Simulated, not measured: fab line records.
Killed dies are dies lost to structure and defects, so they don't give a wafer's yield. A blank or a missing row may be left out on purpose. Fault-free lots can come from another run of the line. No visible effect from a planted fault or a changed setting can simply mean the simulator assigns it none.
fab line records	flow gf180mcu	part 1 of 2: steps 1 to 25 of 35
record: lots: 5	wafers: 15	lastDay: 34
route steps=602 shown V4@478 MIM@503
lots with no fault: from the same line, run without faults
startH: start of the lot's first displayed wafer, in hours after the record's first day	waitH: hours elapsed since this lot's preceding step	" as in the row above	L1.1+2: a single row standing in for several wafers	- value missing, or start not given	* or withheld: withheld	< > ~ a bound
route shown NAME@n: a module of which the file shows steps, and the number in the route of the first	usual: mean/standard deviation taken from wafers without a fault	same: alike in all rows	chamber/n: place in a boat	sites: per-site readings	_std_site: standard deviation of those values	_edge_site: inner sites' mean taken away from outer sites' mean	radiusMm: how far each site lies from the wafer's centre	mask NAME#n: copy n	behind: the last tool/chamber to shape the wafer	hold: the reason the lot was held/the length of the hold in hours/how it ended	device: which transistor (n, p or np) failed to switch	end of line: the tests these same wafers got at the end of their route	step lacking rows: just its recipe	killed: the dies lost at the first sort to structure and to defects; this is not the yield of the wafer	map: dies across one wafer; x = killed, . = not, _ = none there
set.NAME: setting as actually run; set.NAME@STEP: the setting as run at that earlier step	model.NAME: the simulator's own value behind a step, which no gauge read
lots at selected steps of the route; one table per step, one row per wafer
services: from which hour (startH, from the record's first day; less than 0 if before it) a tool's chamber was out of use, for how many hours, and why
== steps ==
step: GF_V4_CVD_02
recipe: material: SiO2	targetThkNm: 850	precursor: TEOS	tempC: 400	timeS: 94.851	rfW: 600
usual: heaterPowerW: 714/110
same: timeS: 94.851
lot.wafer	tool	chamber	startH	waitH	heaterPowerW
L074.1	pecvd-02	2	537.86	0.1	695
L074.3	"	1	"	"	859
L074.4	"	2	"	"	759
L078.2	pecvd-02	2	583.49	0.0	769
L078.4	"	2	"	"	806
L078.5	"	0	"	"	803
L095.1	pecvd-02	2	706.97	0.1	780
L095.2	"	1	"	"	917
L095.4	"	2	"	"	640
L096.2	pecvd-04	2	710.02	0.0	601
L096.4	"	2	"	"	645
L096.6	"	1	"	"	490
L097.3	pecvd-03	2	720.11	0.0	614
L097.4	"	0	"	"	708
L097.5	"	1	"	"	610
step: GF_V4_THK_MEAS_03
recipe: reads: SiO2_of_V4_CVD_02
usual: V4_CVD_02_THK: 850/14
lot.wafer	tool	chamber	startH	waitH	V4_CVD_02_THK[nm]
L074.1	filmMetro-04	-	537.93	0.0	844
L074.3	"	-	"	"	825
L074.4	"	-	"	"	862
L078.2	filmMetro-03	-	583.57	0.0	858
L078.4	"	-	"	"	866
L078.5	"	-	"	"	872
L095.1	filmMetro-03	-	707.08	0.1	862
L095.2	"	-	"	"	853
L095.4	"	-	"	"	874
L096.2	filmMetro-03	-	710.10	0.0	824
L096.4	"	-	"	"	829
L096.6	"	-	"	"	841
L097.3	filmMetro-01	-	720.20	0.1	834
L097.4	"	-	"	"	838
L097.5	"	-	"	"	844
step: GF_V4_CMP_04
recipe: material: SiO2	downForcePsi: 4	platenRpm: 60	padVelocityMS: 0.94248
usual: motorCurrentA: 11.7/0.87	retainingRingPressureFrac: 1.001/0.0049	timeToEndpointS: 83/6.8
lot.wafer	tool	chamber	startH	waitH	motorCurrentA	retainingRingPressureFrac	timeToEndpointS
L074.4	cmp-01	0	537.99	0.0	12.0	0.997	86
L074.3	"	1	"	"	11.8	0.992	70
L074.1	"	3	"	"	11.3	0.998	73
L078.4	cmp-02	3	583.67	0.1	10.6	1.001	84
L078.2	"	1	"	"	12.5	1.003	80
L078.5	"	2	"	"	12.8	1.001	90
L095.4	cmp-02	0	707.14	0.0	11.0	0.996	100
L095.1	"	2	"	"	12.4	0.995	98
L095.2	"	3	"	"	10.2	1.004	91
L096.4	cmp-01	1	710.25	0.1	12.1	1.007	75
L096.2	"	2	"	"	12.7	1.001	72
L096.6	"	3	"	"	11.2	1.009	78
L097.3	cmp-02	0	720.29	0.1	10.8	1.001	81
L097.4	"	2	"	"	12.1	1.007	85
L097.5	"	3	"	"	10.3	1.003	87
step: GF_V4_BOW_MEAS_05
recipe: mode: bow
usual: V4_BOW: 135/10
lot.wafer	tool	chamber	startH	waitH	V4_BOW[um]
L074.1	filmMetro-04	-	538.29	0.1	125
L074.3	"	-	"	"	123
L074.4	"	-	"	"	124
L078.2	filmMetro-01	-	583.94	0.1	126
L078.4	"	-	"	"	130
L078.5	"	-	"	"	126
L095.1	filmMetro-01	-	707.44	0.1	130
L095.2	"	-	"	"	133
L095.4	"	-	"	"	127
L096.2	filmMetro-03	-	710.47	0.1	143
L096.4	"	-	"	"	152
L096.6	"	-	"	"	146
L097.3	filmMetro-01	-	720.58	0.2	135
L097.4	"	-	"	"	146
L097.5	"	-	"	"	131
step: GF_V4_DEHYDRATE_06
recipe: tempC: 200	timeS: 60
usual: exhaustPa: 45.0/0.84
same: timeS: 60
lot.wafer	tool	chamber	startH	waitH	exhaustPa
L074.1	lithoTrack-01	0	549.22	10.9	43.7
L074.3	"	0	"	"	45.2
L074.4	"	0	"	"	44.3
L078.2	lithoTrack-03	0	593.88	9.9	44.7
L078.4	"	0	"	"	45.4
L078.5	"	0	"	"	44.4
L095.1	lithoTrack-02	0	715.72	8.3	46.2
L095.2	"	0	"	"	44.9
L095.4	"	0	"	"	45.5
L096.2	lithoTrack-02	0	719.10	8.6	44.8
L096.4	"	0	"	"	44.3
L096.6	"	0	"	"	43.9
L097.3	lithoTrack-01	0	728.82	8.2	46.2
L097.4	"	0	"	"	45.5
L097.5	"	0	"	"	44.8
step: GF_V4_HMDS_07
recipe: primeTimeS: 60	primeTempC: 120
usual: exhaustPa: 44.9/0.97
lot.wafer	tool	chamber	startH	waitH	exhaustPa
L074.1	lithoTrack-01	0	549.37	0.1	43.0
L074.3	"	0	"	"	43.2
L074.4	"	0	"	"	43.8
L078.2	lithoTrack-03	0	594.03	0.1	44.8
L078.4	"	0	"	"	44.9
L078.5	"	0	"	"	45.7
L095.1	lithoTrack-02	0	715.87	0.1	44.8
L095.2	"	0	"	"	45.4
L095.4	"	0	"	"	44.1
L096.2	lithoTrack-02	0	719.25	0.1	44.8
L096.4	"	0	"	"	45.2
L096.6	"	0	"	"	45.0
L097.3	lithoTrack-01	0	728.97	0.1	44.7
L097.4	"	0	"	"	44.7
L097.5	"	0	"	"	44.1
step: GF_V4_COAT_08
recipe: resist: BARC	tempC: withheld	timeS: withheld	spinRpm: withheld	resistThkNm: withheld
usual: exhaustPa: 45.1/0.97
lot.wafer	tool	chamber	startH	waitH	exhaustPa
L074.1	lithoTrack-01	0	549.52	0.1	45.8
L074.3	"	0	"	"	45.7
L074.4	"	0	"	"	45.2
L078.2	lithoTrack-03	0	594.18	0.1	44.4
L078.4	"	0	"	"	43.9
L078.5	"	0	"	"	45.5
L095.1	lithoTrack-02	0	716.02	0.1	45.6
L095.2	"	0	"	"	45.7
L095.4	"	0	"	"	45.6
L096.2	lithoTrack-02	0	719.40	0.1	45.2
L096.4	"	0	"	"	45.6
L096.6	"	0	"	"	46.1
L097.3	lithoTrack-01	0	729.12	0.1	46.6
L097.4	"	0	"	"	44.7
L097.5	"	0	"	"	46.2
step: GF_V4_COAT_09
recipe: resist: KrF	spinRpm: withheld	resistThkNm: 1000
usual: exhaustPa: 45.1/0.89
lot.wafer	tool	chamber	startH	waitH	exhaustPa
L074.1	lithoTrack-01	0	-	-	47.0
L074.3	"	0	"	"	46.3
L074.4	"	0	"	"	45.7
L078.2	lithoTrack-03	0	-	-	45.5
L078.4	"	0	"	"	45.3
L078.5	"	0	"	"	46.0
L095.1	lithoTrack-02	0	-	-	46.2
L095.2	"	0	"	"	44.7
L095.4	"	0	"	"	44.4
L096.2	lithoTrack-02	0	-	-	45.2
L096.4	"	0	"	"	44.3
L096.6	"	0	"	"	45.6
L097.3	lithoTrack-01	0	-	-	44.4
L097.4	"	0	"	"	45.3
L097.5	"	0	"	"	45.8
step: GF_V4_SOFTBAKE_10
recipe: tempC: 130	timeS: 60	resist: KrF
usual: exhaustPa: 44.8/0.93
same: timeS: 60
lot.wafer	tool	chamber	startH	waitH	exhaustPa
L074.1	lithoTrack-01	0	-	-	43.4
L074.3	"	0	"	"	43.4
L074.4	"	0	"	"	45.0
L078.2	lithoTrack-03	0	-	-	43.9
L078.4	"	0	"	"	44.2
L078.5	"	0	"	"	44.1
L095.1	lithoTrack-02	0	-	-	45.6
L095.2	"	0	"	"	43.6
L095.4	"	0	"	"	45.1
L096.2	lithoTrack-02	0	-	-	45.9
L096.4	"	0	"	"	44.8
L096.6	"	0	"	"	45.3
L097.3	lithoTrack-01	0	-	-	43.4
L097.4	"	0	"	"	44.1
L097.5	"	0	"	"	43.4
step: GF_V4_EXPOSE_11
recipe: maskId: Via4	targetCdNm: 260	na: 0.68	sourceShape: conventional	sigmaOuter: 0.6	doseMj: 38
usual: reticleTempC: 23.03/0.11
lot.wafer	tool	chamber	startH	waitH	mask	reticleTempC
L074.1	krfScanner-02	0	-	-	Via4#0	23.03
L074.3	"	0	"	"	Via4#0	23.09
L074.4	"	0	"	"	Via4#0	23.09
L078.2	krfScanner-02	0	-	-	Via4#0	22.83
L078.4	"	0	"	"	Via4#0	22.91
L078.5	"	0	"	"	Via4#0	22.92
L095.1	krfScanner-02	0	-	-	Via4#0	23.00
L095.2	"	0	"	"	Via4#0	22.94
L095.4	"	0	"	"	Via4#0	22.94
L096.2	krfScanner-01	0	-	-	Via4#0	23.11
L096.4	"	0	"	"	Via4#0	22.89
L096.6	"	0	"	"	Via4#0	23.20
L097.3	krfScanner-02	0	-	-	Via4#0	23.09
L097.4	"	0	"	"	Via4#0	22.96
L097.5	"	0	"	"	Via4#0	23.14
step: GF_V4_PEB_12
recipe: pebTempC: 135	pebTimeS: 90	resist: KrF
usual: exhaustPa: 44.9/0.82
lot.wafer	tool	chamber	startH	waitH	exhaustPa
L074.1	lithoTrack-01	0	-	-	45.0
L074.3	"	0	"	"	44.6
L074.4	"	0	"	"	45.2
L078.2	lithoTrack-02	0	-	-	44.3
L078.4	"	0	"	"	44.7
L078.5	"	0	"	"	44.4
L095.1	lithoTrack-03	0	-	-	44.7
L095.2	"	0	"	"	46.1
L095.4	"	0	"	"	43.7
L096.2	lithoTrack-02	0	-	-	44.9
L096.4	"	0	"	"	45.3
L096.6	"	0	"	"	45.4
L097.3	lithoTrack-01	0	-	-	45.6
L097.4	"	0	"	"	44.5
L097.5	"	0	"	"	45.4
step: GF_V4_DEVELOP_13
recipe: developTimeS: 60	resist: KrF	devTempC: 21
usual: exhaustPa: 45.0/0.89
lot.wafer	tool	chamber	startH	waitH	exhaustPa
L074.1	lithoTrack-01	0	560.17	0.2	45.0
L074.3	"	0	"	"	45.0
L074.4	"	0	"	"	44.5
L078.2	lithoTrack-02	0	605.00	0.2	44.1
L078.4	"	0	"	"	44.8
L078.5	"	0	"	"	43.7
L095.1	lithoTrack-03	0	725.36	0.2	44.7
L095.2	"	0	"	"	44.1
L095.4	"	0	"	"	44.9
L096.2	lithoTrack-02	0	728.30	0.2	45.6
L096.4	"	0	"	"	44.5
L096.6	"	0	"	"	45.2
L097.3	lithoTrack-01	0	738.02	0.1	44.4
L097.4	"	0	"	"	43.9
L097.5	"	0	"	"	43.6
step: GF_V4_CD_MEAS_14
recipe: targetCdNm: 260
usual: cdNm: 260.2/1.3
lot.wafer	tool	chamber	startH	waitH	cdNm
L074.1	cdSem-01	-	560.32	0.1	260.9
L074.3	"	-	"	"	261.1
L074.4	"	-	"	"	259.9
L078.2	cdSem-01	-	605.14	0.1	261.1
L078.4	"	-	"	"	260.8
L078.5	"	-	"	"	261.1
L095.1	cdSem-02	-	725.51	0.1	260.5
L095.2	"	-	"	"	260.1
L095.4	"	-	"	"	261.1
L096.2	cdSem-02	-	728.44	0.1	263.7
L096.4	"	-	"	"	263.7
L096.6	"	-	"	"	263.2
L097.3	cdSem-02	-	738.28	0.2	259.6
L097.4	"	-	"	"	260.1
L097.5	"	-	"	"	259.3
step: GF_V4_OVL_MEAS_15
usual: V4_OVL: 2/4.2
lot.wafer	tool	chamber	startH	waitH	V4_OVL[nm]
L074.1	overlay-01	-	560.44	0.1	0
L074.3	"	-	"	"	5
L074.4	"	-	"	"	9
L078.2	overlay-02	-	605.25	0.1	0
L078.4	"	-	"	"	-1
L078.5	"	-	"	"	-3
L095.1	overlay-01	-	725.63	0.1	11
L095.2	"	-	"	"	7
L095.4	"	-	"	"	5
L096.2	overlay-01	-	728.55	0.1	3
L096.4	"	-	"	"	3
L096.6	"	-	"	"	6
L097.3	overlay-01	-	738.37	0.1	4
L097.4	"	-	"	"	0
L097.5	"	-	"	"	3
step: GF_V4_ETCH_16
recipe: chemistry: N2/H2	targetDepthA: withheld	overetchA: withheld	timeS: withheld	target: BARC	ionEnergyEv: 200	sourceW: 500	biasW: 100	pressureMtorr: 30	n2FlowSccm: 100	h2FlowSccm: 200
usual: drypumpMotorCurrentA: 5.6/0.35	oesProductAu: 0.855/0.0045	throttleValvePct: 13.225/0.0084
lot.wafer	tool	chamber	startH	waitH	drypumpMotorCurrentA	oesProductAu	throttleValvePct
L074.1	rieDiel-03	2	560.48	0.0	5.8	0.863	13.219
L074.3	"	3	"	"	5.1	0.852	13.216
L074.4	"	1	"	"	5.5	0.851	13.235
L078.2	rieDiel-04	3	605.28	0.0	5.9	0.854	13.224
L078.4	"	3	"	"	5.9	0.859	13.234
L078.5	"	1	"	"	5.2	0.852	13.227
L095.1	rieDiel-04	1	725.66	0.0	5.1	0.850	13.213
L095.2	"	2	"	"	5.3	0.860	13.221
L095.4	"	0	"	"	6.3	0.848	13.237
L096.2	rieDiel-03	1	728.58	0.0	5.5	0.855	13.242
L096.4	"	3	"	"	5.1	0.858	13.229
L096.6	"	3	"	"	5.1	0.858	13.222
L097.3	rieDiel-01	2	738.39	0.0	5.6	0.849	13.221
L097.4	"	3	"	"	5.3	0.856	13.225
L097.5	"	3	"	"	5.3	0.859	13.213
step: GF_V4_ETCH_17
recipe: chemistry: C4F8/O2/Ar	maskMaterial: KrF	target: SiO2	stopOn: TiN	sourceW: 1500	biasW: 1200	pressureMtorr: 40	c4f8FlowSccm: withheld	O2_flow_sccm: 6	Ar_flow_sccm: 300	timeS: withheld	targetDepthA: 6300
usual: oesProductAu: 0.856/0.0047
lot.wafer	tool	chamber	startH	waitH	oesProductAu
L074.1	rieDiel-03	2	-	-	0.852
L074.3	"	3	"	"	0.855
L074.4	"	1	"	"	0.852
L078.2	rieDiel-04	3	-	-	0.861
L078.4	"	3	"	"	0.862
L078.5	"	1	"	"	0.850
L095.1	rieDiel-04	1	-	-	0.858
L095.2	"	2	"	"	0.858
L095.4	"	0	"	"	0.849
L096.2	rieDiel-03	1	-	-	0.857
L096.4	"	3	"	"	0.863
L096.6	"	3	"	"	0.865
L097.3	rieDiel-01	2	-	-	0.863
L097.4	"	3	"	"	0.856
L097.5	"	3	"	"	0.859
step: GF_V4_STRIP_18
recipe: chemistry: O2/N2	powerW: 1400	pressureMtorr: 1500	platenTempC: 250	o2FlowSccm: 3000	n2FlowSccm: 300	overashFraction: 0.5
usual: drypumpMotorCurrentA: 5.8/0.4	heaterPowerW: 322/25	o2FlowSccm: 3000/8.8	oesProductAu: 0.591/0.0044
lot.wafer	tool	chamber	startH	waitH	drypumpMotorCurrentA	heaterPowerW	o2FlowSccm	oesProductAu	rfHoursCounterH
L074.1	plasmaAsher-04	1	560.60	-	6.5	384	2995	0.590	46
L074.3	"	0	"	"	5.6	324	3003	0.589	-
L074.4	"	1	"	"	6.5	380	3007	0.590	-
L078.2	plasmaAsher-02	1	605.41	-	5.8	293	3013	0.592	83
L078.4	"	1	"	"	5.7	298	2990	0.590	-
L078.5	"	0	"	"	6.3	320	3007	0.591	-
L095.1	plasmaAsher-04	0	725.79	-	5.6	316	3005	0.594	64
L095.2	"	1	"	"	6.4	380	3009	0.582	64
L095.4	"	1	"	"	6.5	383	3009	0.597	-
L096.2	plasmaAsher-02	0	728.71	-	6.2	321	3012	0.581	96
L096.4	"	0	"	"	6.3	314	2997	0.592	-
L096.6	"	0	"	"	6.3	318	2993	0.598	-
L097.3	plasmaAsher-02	0	738.56	-	6.2	318	3004	0.592	-
L097.4	"	1	"	"	5.7	293	3006	0.591	-
L097.5	"	0	"	"	6.2	316	3007	0.592	-
step: GF_V4_STRIP_19
recipe: chemistry: postEtchResidueRemover	timeS: 1200	tempC: 72.5
same: timeS: 1200
lot.wafer	tool	chamber	startH	waitH
L074.1+3+4	wetBench-02	2	560.70	0.1
L078.2+4+5	wetBench-01	2	605.51	0.1
L095.1+2+4	wetBench-03	3	725.89	0.1
L096.2+4+6	wetBench-02	2	728.81	0.1
L097.3+4+5	wetBench-02	2	738.62	0.0
step: GF_V4_CLEAN_20
recipe: chemistry: DIW	dry: n2Spin
lot.wafer	tool	chamber	startH	waitH
L074.1+3+4	wetBench-03	2	561.39	0.0
L078.2+4+5	wetBench-03	3	605.85	0.0
L095.1+2+4	wetBench-02	2	726.23	0.0
L096.2+4+6	wetBench-03	2	729.15	0.0
L097.3+4+5	wetBench-01	1	738.96	0.0
step: GF_V4_SPUTTER_21
recipe: material: Ti	targetThkNm: 15	chamberPressurePa: 5	powerW: 2500	substrateTempC: 200	timeS: 80.02
usual: throttleValvePct: 30.0/0.64
same: timeS: 80.02
lot.wafer	tool	chamber	startH	waitH	throttleValvePct
L074.1	pvdSputter-02	-	561.48	0.0	30.5
L074.3	"	-	"	"	30.0
L074.4	"	-	"	"	30.4
L078.2	pvdSputter-02	-	605.94	0.0	30.7
L078.4	"	-	"	"	30.5
L078.5	"	-	"	"	30.6
L095.1	pvdSputter-02	-	726.33	0.0	30.6
L095.2	"	-	"	"	30.5
L095.4	"	-	"	"	29.0
L096.2	pvdSputter-01	-	729.24	0.0	29.9
L096.4	"	-	"	"	30.4
L096.6	"	-	"	"	29.7
L097.3	pvdSputter-03	-	739.06	0.0	29.4
L097.4	"	-	"	"	30.9
L097.5	"	-	"	"	30.5
step: GF_V4_SPUTTER_22
recipe: material: TiN	targetThkNm: 10	chamberPressurePa: 5	powerW: 4000	timeS: 40
usual: throttleValvePct: 30.0/0.64
same: timeS: 40
lot.wafer	tool	chamber	startH	waitH	throttleValvePct
L074.1	pvdSputter-02	-	561.54	0.0	30.5
L074.3	"	-	"	"	30.3
L074.4	"	-	"	"	30.5
L078.2	pvdSputter-02	-	606.00	0.0	30.5
L078.4	"	-	"	"	30.3
L078.5	"	-	"	"	30.7
L095.1	pvdSputter-02	-	726.39	0.0	30.6
L095.2	"	-	"	"	30.1
L095.4	"	-	"	"	29.2
L096.2	pvdSputter-01	-	729.30	0.0	29.7
L096.4	"	-	"	"	30.1
L096.6	"	-	"	"	29.6
L097.3	pvdSputter-03	-	739.12	0.0	29.2
L097.4	"	-	"	"	30.8
L097.5	"	-	"	"	30.8
step: GF_V4_CVD_23
recipe: material: W	targetThkNm: 350	timeS: 104.9	tempC: 400	pressureTorr: 40
usual: heaterPowerW: 806/80
same: timeS: 104.9
lot.wafer	tool	chamber	startH	waitH	heaterPowerW
L074.1	cvdW-02	1	561.58	0.0	782
L074.3	"	0	"	"	752
L074.4	"	1	"	"	784
L078.2	cvdW-02	1	606.04	0.0	774
L078.4	"	0	"	"	751
L078.5	"	1	"	"	768
L095.1	cvdW-02	1	726.43	0.0	811
L095.2	"	0	"	"	741
L095.4	"	0	"	"	776
L096.2	cvdW-02	0	729.34	0.0	784
L096.4	"	1	"	"	791
L096.6	"	0	"	"	754
L097.3	cvdW-02	0	739.19	0.1	767
L097.4	"	1	"	"	798
L097.5	"	1	"	"	773
step: GF_V4_RS_MEAS_24
recipe: thkMeasGauge: four-point-probe	reads: W_of_V4_CVD_23+TiN_of_V4_SPUTTER_22+Ti_of_V4_SPUTTER_21
usual: V4_W_RS: 0.329/0.0037
lot.wafer	tool	chamber	startH	waitH	V4_W_RS[ohm/sq]
L074.1	filmMetro-01	-	561.69	0.1	0.333
L074.3	"	-	"	"	0.324
L074.4	"	-	"	"	0.332
L078.2	filmMetro-01	-	606.18	0.1	0.332
L078.4	"	-	"	"	0.326
L078.5	"	-	"	"	0.332
L095.1	filmMetro-04	-	726.54	0.1	0.330
L095.2	"	-	"	"	0.329
L095.4	"	-	"	"	0.324
L096.2	filmMetro-03	-	729.47	0.1	0.329
L096.4	"	-	"	"	0.331
L096.6	"	-	"	"	0.326
L097.3	filmMetro-03	-	739.31	0.1	0.328
L097.4	"	-	"	"	0.333
L097.5	"	-	"	"	0.333
step: GF_V4_THK_MEAS_25
recipe: thkMeasGauge: xrf	reads: W_of_V4_CVD_23
usual: V4_W_THK: 348/5.8
lot.wafer	tool	chamber	startH	waitH	V4_W_THK[nm]
L074.1	filmMetro-01	-	561.81	0.1	349
L074.3	"	-	"	"	355
L074.4	"	-	"	"	347
L078.2	filmMetro-01	-	606.29	0.1	347
L078.4	"	-	"	"	352
L078.5	"	-	"	"	346
L095.1	filmMetro-04	-	726.66	0.1	340
L095.2	"	-	"	"	343
L095.4	"	-	"	"	349
L096.2	filmMetro-03	-	729.58	0.1	342
L096.4	"	-	"	"	340
L096.6	"	-	"	"	346
L097.3	filmMetro-03	-	739.41	0.1	345
L097.4	"	-	"	"	339
L097.5	"	-	"	"	339
step: GF_V4_CMP_26
recipe: stopOn: SiO2	downForcePsi: 3.5	platenRpm: 60	tOverpolishS: 15	targetThkNm: 0	padVelocityMS: 0.94248
usual: motorCurrentA: 10.8/0.77	overpolishRunS: 15.000/0.0095	retainingRingPressureFrac: 1.000/0.0048	timeToEndpointS: 87/3.1
lot.wafer	tool	chamber	startH	waitH	motorCurrentA	overpolishRunS	retainingRingPressureFrac	timeToEndpointS
L074.3	cmp-02	3	561.92	0.1	9.5	14.992	1.011	90
L074.1	"	0	"	"	9.8	15.004	1.004	86
L074.4	"	1	"	"	11.1	15.007	1.006	82
L078.2	cmp-01	3	606.34	0.0	10.2	15.004	1.005	87
L078.4	"	2	"	"	11.5	15.016	0.998	89
L078.5	"	0	"	"	11.1	15.004	1.002	86
L095.1	cmp-01	0	726.72	0.1	11.4	15.001	0.998	91
L095.4	"	1	"	"	11.3	15.005	1.004	92
L095.2	"	3	"	"	9.8	15.008	1.003	86
L096.2	cmp-02	0	729.68	0.1	10.3	15.002	1.001	91
L096.4	"	1	"	"	10.8	14.996	1.003	87
L096.6	"	0	"	"	10.0	14.991	0.999	94
L097.3	cmp-01	3	739.45	0.0	9.4	15.006	0.993	82
L097.4	"	2	"	"	11.4	15.010	1.006	85
L097.5	"	3	"	"	10.2	14.981	1.000	84
